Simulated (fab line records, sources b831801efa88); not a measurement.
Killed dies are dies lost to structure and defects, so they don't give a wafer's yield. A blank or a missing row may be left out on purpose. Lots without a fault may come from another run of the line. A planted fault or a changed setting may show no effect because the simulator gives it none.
Which tool did it? | flow sky130 | 13 lots, 39 wafers sampled, at 4 steps of a route of 708

WHAT THE GAUGES READ, wafer by wafer
SKY_CAP2M_RS_MEAS_03: measures by four-point-probe. Usual: CAP2M_TIN_RS 6.90 ohm/sq, standard deviation 0.12.
lot  | measured     | on            | CAP2M_TIN_RS (ohm/sq) | flag
L464 | day 39 17:53 | film_metro-03 | 7.04 6.95 6.98        |
L465 | day 40 00:01 | film_metro-04 | 7.00 6.99 7.03        |
L467 | day 40 19:59 | film_metro-02 | 6.81 6.99 6.85        |
L466 | day 41 02:16 | film_metro-04 | 7.10 7.27 7.12        |
L468 | day 41 07:22 | film_metro-04 | 6.86 6.92 6.73        |
L470 | day 41 17:35 | film_metro-02 | 6.86 6.82 6.87        |
L472 | day 42 13:06 | film_metro-03 | 6.89 6.93 6.82        |
L474 | day 43 06:12 | film_metro-02 | 6.75 6.81 6.85        |
L479 | day 44 15:32 | film_metro-03 | 6.92 7.10 7.05        |
L480 | day 44 20:13 | film_metro-03 | 7.13 7.12 6.98        |
L481 | day 45 01:05 | film_metro-04 | 6.98 6.84 6.82        |
L482 | day 45 09:13 | film_metro-04 | 6.95 6.79 6.79        |
L485 | day 45 21:40 | film_metro-03 | 6.83 6.97 6.79        |

SKY_VIA4_THK_MEAS_20: measures by xrf. Usual: VIA4_W_THK 510 nm, standard deviation 7.8.
lot  | measured     | on            | VIA4_W_THK (nm) | flag
L464 | day 42 21:04 | film_metro-01 | 514 501 505     |
L465 | day 43 01:55 | film_metro-02 | 510 514 506     |
L467 | day 43 21:13 | film_metro-02 | 508 504 513     |
L466 | day 44 05:18 | film_metro-03 | 515 519 511     |
L468 | day 44 08:22 | film_metro-01 | 514 513 508     |
L470 | day 44 17:52 | film_metro-03 | 509 514 503     |
L472 | day 45 11:40 | film_metro-02 | 501 512 513     |
L474 | day 46 04:43 | film_metro-01 | 511 519 507     |
L479 | day 47 11:10 | film_metro-03 | 516 512 524     |
L480 | day 47 14:53 | film_metro-02 | 507 497 503     |
L481 | day 47 18:05 | film_metro-01 | 509 512 507     |
L482 | day 48 01:49 | film_metro-03 | 508 522 518     |
L485 | day 48 10:41 | film_metro-03 | 518 512 532     |

WHICH TOOL RAN EACH LOT (tool, then ch and the chambers of the sampled wafers, then the start)
lot  | SKY_CAP2M_CVD_00                | SKY_CAP2M_CLEAN_16
L464 | pecvd-01 ch 0,2, day 39 17:41   | wet_bench-01 ch 0, day 40 18:23
L465 | pecvd-03 ch 0,1,2, day 39 23:49 | wet_bench-03 ch 1, day 41 00:32
L467 | pecvd-01 ch 0,1,2, day 40 19:46 | wet_bench-01 ch 2, day 41 19:43
L466 | pecvd-01 ch 0,1,2, day 41 02:01 | wet_bench-02 ch 3, day 42 02:04
L468 | pecvd-03 ch 0,1, day 41 07:10   | wet_bench-01 ch 0, day 42 07:27
L470 | pecvd-01 ch 0,2, day 41 17:23   | wet_bench-03 ch 3, day 42 17:57
L472 | pecvd-03 ch 0,2, day 42 12:55   | wet_bench-02 ch 0, day 43 12:45
L474 | pecvd-01 ch 0,1,2, day 43 05:58 | wet_bench-03 ch 0, day 44 05:03
L479 | pecvd-02 ch 0,2, day 44 15:18   | wet_bench-03 ch 3, day 45 14:30
L480 | pecvd-01 ch 0,1,2, day 44 20:01 | wet_bench-03 ch 3, day 45 19:14
L481 | pecvd-02 ch 1,2, day 45 00:53   | wet_bench-03 ch 1, day 45 23:41
L482 | pecvd-02 ch 0,2, day 45 09:02   | wet_bench-02 ch 3, day 46 08:01
L485 | pecvd-02 ch 0,1,2, day 45 21:27 | wet_bench-01 ch 2, day 46 17:51
- SKY_CAP2M_CVD_00: deposits SiO2, target thk 15.5 nm.
- SKY_CAP2M_CLEAN_16: cleans in IPA, time 180 s.

WHAT THE TOOLS THEMSELVES READ (means of the sampled wafers that have a number; where no wafer has one, the mark that the record gives instead)
SKY_CAP2M_CVD_00. Usual: heater_power_w 698 W, standard deviation 61.
lot  | tool     | heater_power_w (W) | flag
L464 | pecvd-01 | 689                |
L465 | pecvd-03 | 762                |
L467 | pecvd-01 | 695                |
L466 | pecvd-01 | 677                |
L468 | pecvd-03 | 795                |
L470 | pecvd-01 | 703                |
L472 | pecvd-03 | 705                |
L474 | pecvd-01 | 652                |
L479 | pecvd-02 | 654                |
L480 | pecvd-01 | 689                |
L481 | pecvd-02 | 765                |
L482 | pecvd-02 | 619                |
L485 | pecvd-02 | 689                |

THE ANSWER, worked out from the rows above alone
Rule: a lot is off if the mean of its wafers that have a number lies more than 3 standard deviations from the usual mean. A lot without any number at a reading at which 4 lots or more have one is off too. The other lots that the step has rows for count as sound. The gauges are gone through in route order, then the tools' own readings, and for those a lot's mean is taken as printed above. The first step at which some lot is off is used, and at that step the reading that is off furthest; a lot without a number counts as furthest.
No lot is off at any reading shown: from this, nothing can be told.

WHAT THE SIMULATOR HAD PUT IN
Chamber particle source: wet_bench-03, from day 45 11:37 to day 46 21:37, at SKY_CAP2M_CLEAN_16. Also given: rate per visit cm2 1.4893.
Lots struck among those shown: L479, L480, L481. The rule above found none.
